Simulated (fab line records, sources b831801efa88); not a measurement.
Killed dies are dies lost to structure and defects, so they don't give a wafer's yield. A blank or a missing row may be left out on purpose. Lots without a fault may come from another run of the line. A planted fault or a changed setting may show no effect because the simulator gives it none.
Which tool did it? | flow gf180mcu | 14 lots, 42 wafers sampled, at 2 steps of a route of 602

WHAT THE GAUGES READ, wafer by wafer
GF_V5_OVL_MEAS_15.
lot  | measured     | on         | V5_OVL (nm)
L847 | day 27 11:49 | overlay-01 | 4 6 5
L848 | day 28 04:05 | overlay-01 | -6 -3 -7
L850 | day 28 09:44 | overlay-02 | 0 -1 0
L851 | day 28 20:41 | overlay-02 | -6 3 3
L853 | day 29 13:38 | overlay-02 | 1 2 0
L854 | day 29 14:20 | overlay-02 | -5 -3 -7
L855 | day 29 20:56 | overlay-01 | -11 -13 -11
L860 | day 31 19:32 | overlay-01 | -4 -3 -6
L861 | day 31 16:47 | overlay-01 | -5 -3 -11
L863 | day 32 02:44 | overlay-01 | -9 -4 -3
L864 | day 32 09:02 | overlay-02 | 6 5 11
L867 | day 33 02:00 | overlay-01 | 4 5 10
L868 | day 33 07:18 | overlay-01 | 9 0 2
L869 | day 33 10:11 | overlay-02 | -4 -1 -4

WHICH TOOL RAN EACH LOT (tool, then ch and the chambers of the sampled wafers, then the start)
lot  | GF_STI_OXIDATION_29
L847 | furnace-01 ch 0, day 2 10:43
L848 | furnace-01 ch 0, day 2 20:50
L850 | furnace-02 ch 0, day 3 03:05
L851 | furnace-01 ch 0, day 3 07:58
L853 | furnace-02 ch 0, day 3 19:58
L854 | furnace-01 ch 0, day 4 00:03
L855 | furnace-01 ch 0, day 4 02:31
L860 | furnace-02 ch 0, day 5 10:35
L861 | furnace-01 ch 0, day 5 13:51
L863 | furnace-01 ch 0, day 5 22:07
L864 | furnace-01 ch 0, day 6 03:07
L867 | furnace-02 ch 0, day 6 16:10
L868 | furnace-02 ch 0, day 6 21:31
L869 | furnace-02 ch 0, day 7 02:36
- GF_STI_OXIDATION_29: stabilise 600 s, purge 300 s, target thk 10 nm.

WHAT THE TOOLS THEMSELVES READ (means of the sampled wafers that have a number; where no wafer has one, the mark that the record gives instead)
GF_STI_OXIDATION_29.
lot  | tool       | spike_tc_lower_C (C) | zone_power_centre_pct (%)
L847 | furnace-01 | 899.8                | 18.7
L848 | furnace-01 | 899.1                | 18.8
L850 | furnace-02 | 900.4                | 20.7
L851 | furnace-01 | 899.4                | 18.7
L853 | furnace-02 | 901.6                | 20.5
L854 | furnace-01 | 899.8                | 18.6
L855 | furnace-01 | 899.4                | 18.5
L860 | furnace-02 | 900.8                | 20.7
L861 | furnace-01 | 899.5                | 18.6
L863 | furnace-01 | 899.7                | 18.5
L864 | furnace-01 | 899.3                | 18.6
L867 | furnace-02 | 900.7                | 20.5
L868 | furnace-02 | 901.4                | 20.6
L869 | furnace-02 | 901.5                | 20.6

THE ANSWER, worked out from the rows above alone
Rule: what is usual is taken from the lots themselves. Put in order of their means at a reading, lots are off if they are a third of the lots or fewer, leave a main group of 4 or more, and stand apart from it by a gap of 3 or more times the standard deviation of the main group's means; of several such gaps the widest counts. A main group whose means are all the same, to the digits that the tables above print for the reading, isn't used. A lot without any number at a reading at which 4 lots or more have one is off too. The other lots that the step has rows for count as sound. The gauges are gone through in route order, then the tools' own readings, and for those a lot's mean is taken as printed above. The first step at which some lot is off is used, and at that step the reading that is off furthest; a lot without a number counts as furthest.
No lot is off at any reading shown: from this, nothing can be told.

WHAT THE SIMULATOR HAD PUT IN
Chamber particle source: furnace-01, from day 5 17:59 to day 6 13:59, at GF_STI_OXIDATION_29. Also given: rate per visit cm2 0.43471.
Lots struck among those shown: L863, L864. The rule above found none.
